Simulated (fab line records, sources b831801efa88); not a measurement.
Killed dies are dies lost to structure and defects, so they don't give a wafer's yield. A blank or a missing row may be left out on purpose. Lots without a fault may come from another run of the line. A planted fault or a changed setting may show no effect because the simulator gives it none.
A struck lot beside a sound one | flow sky130 | 21 steps out of a route of 708
Sound: wafers L497.1, L497.2, L497.6. Struck: wafers L503.3, L503.5, L503.6. The cause comes at the end.
At each step with rows: each side's tool, then ch and its chambers, then its first start. Under that, the readings that differ: sound wafers | struck wafers | difference of the means | sigmas: that difference in standard deviations of wafers without a fault.
alike: readings whose means differ by less than 2 such deviations, and words and numbers that are the same on both sides. not compared: withheld readings, readings that some wafer has no value for, bounds like >300 that may hide the same value, and numbers for which the record gives no deviation and whose values overlap.
The two part at a step that has a row with sigmas, a row that says differs or no value, or rows on one side only. Numbers that don't overlap but have no deviation are shown without sigmas and don't part them. A reading that every wafer of one side lacks parts them only if that side has two wafers or more.

SKY_POLY_GATE_THK_MEAS_21:
  sound on film_metro-04, day 19 15:59; struck on film_metro-02, day 22 04:22
  alike: POLY_GATE_OXIDATION_THK
SKY_POLY_GATE_CD_MEAS_22:
  sound on cd_sem-01, day 19 16:03; struck on cd_sem-01, day 22 04:28
  alike: cd_nm
then, 7 steps without rows for these wafers: SKY_LDD_N_DEHYDRATE_00 (time 60 s); SKY_LDD_N_HMDS_01 (prime time 60 s); SKY_LDD_N_COAT_02 (resist thk 300 nm); SKY_LDD_N_SOFTBAKE_03 (time 60 s); SKY_LDD_N_EXPOSE_04 (exposes mask NTM, target cd 840 nm); SKY_LDD_N_PEB_05; SKY_LDD_N_DEVELOP_06 (develop time 60 s).
SKY_LDD_N_OVL_MEAS_07:
  sound on overlay-01, day 20 22:05; struck on overlay-01, day 23 11:09
  alike: LDD_N_OVL
then, 2 steps without rows for these wafers: SKY_LDD_N_IMPLANT_08; SKY_LDD_N_IMPLANT_09.
SKY_LDD_N_IMPLANT_10:
  sound on implanter-01 ch 0, day 20 22:25; struck on implanter-03 ch 0, day 23 11:31
  reading                   | sound                         | struck                       | difference | sigmas
  dose_ions_cm2             | 7.495e+13 7.502e+13 7.488e+13 | 7.521e+13 7.519e+13 7.52e+13 | +2.500e+11 | +3
  implant_ion_amu           | 75 75 75                      | 31 31 31                     | -44        |
  model.implant.rp_nm (nm)  | 16.24 16.24 16.24             | 27.74 27.74 27.74            | +11.50     |
  model.implant.drp_nm (nm) | 7.212 7.212 7.212             | 12.97 12.97 12.97            | +5.76      |
then, 5 steps without rows for these wafers: SKY_LDD_N_IMPLANT_11; SKY_LDD_N_IMPLANT_12; SKY_LDD_N_IMPLANT_13; SKY_LDD_N_IMPLANT_14; SKY_LDD_N_IMPLANT_15.
SKY_LDD_N_STRIP_16: strips in O2/N2.
  sound on plasma_asher-01 ch 0,1, day 20 23:19; struck on plasma_asher-04 ch 0,1, day 23 12:24
  reading                      | sound             | struck            | difference | sigmas
  strip_time_to_endpoint_s (s) | 4.297 4.290 4.305 | 4.228 4.268 4.256 | -0.047     | -4
  alike: drypump_motor_current_A, oes_product_au
  not compared: rf_hours_counter_h
SKY_LDD_N_TW_MEAS_17:
  sound on film_metro-02, day 20 23:25; struck on film_metro-02, day 23 12:29
  reading  | sound          | struck         | difference | sigmas
  LDD_N_TW | 2569 2566 2573 | 2537 2516 2526 | -43        | -2
-- the record jumps here: 26 days lie between the struck wafers' starts before and after (it left off in module LDD_N and takes up again in module PAD_OPEN, whose first step shown is number 708 of the route) --
SKY_PAD_OPEN_PROBE_99:
  sound on prober-01, day 48 06:16; struck on prober-01, day 49 19:16
  reading                                   | sound             | struck            | difference | sigmas
  model.etest.tip_n.rs_ohm_sq               | 439.3 441 440.4   | 389.9 389.9 389.1 | -50.6      |
  model.etest.nfet_01v8_turned.drive_ua_um  | 508.6 510.8 492.1 | 534.2 539.4 526.4 | +29.5      |
  model.etest.nfet_01v8_lvt.drive_ua_um     | 582.3 592.4 571.4 | 603.9 607.1 606.6 | +23.8      |
  model.etest.nfet_01v8.drive_ua_um         | 512.5 511 493.4   | 533.1 530 521.8   | +22.7      |
  model.etest.nfet_01v8_swapped.drive_ua_um | 511.9 512.7 496.2 | 530.1 535 521.7   | +22.0      |
  model.etest.res_ndiff.rs_ohm_sq           | 119.1 120.4 119.3 | 116.7 117.6 117.4 | -2.4       |
  alike: killed_at_M0_to_M3, killed_at_M4_up, killed_at_contacts, killed_at_front_end, killed_at_other, killed_dies, killed_open, killed_short
  not compared: model.etest.sram_nfet_pass.drive_ua_um, model.etest.nfet_01v8.r_on_ohm_um

WHERE THEY PART
First at SKY_LDD_N_IMPLANT_10; last, within this record, at SKY_LDD_N_TW_MEAS_17. Later steps at which nothing parts them and some readings are alike: SKY_PAD_OPEN_PROBE_99.

WHY: what the simulator had put in
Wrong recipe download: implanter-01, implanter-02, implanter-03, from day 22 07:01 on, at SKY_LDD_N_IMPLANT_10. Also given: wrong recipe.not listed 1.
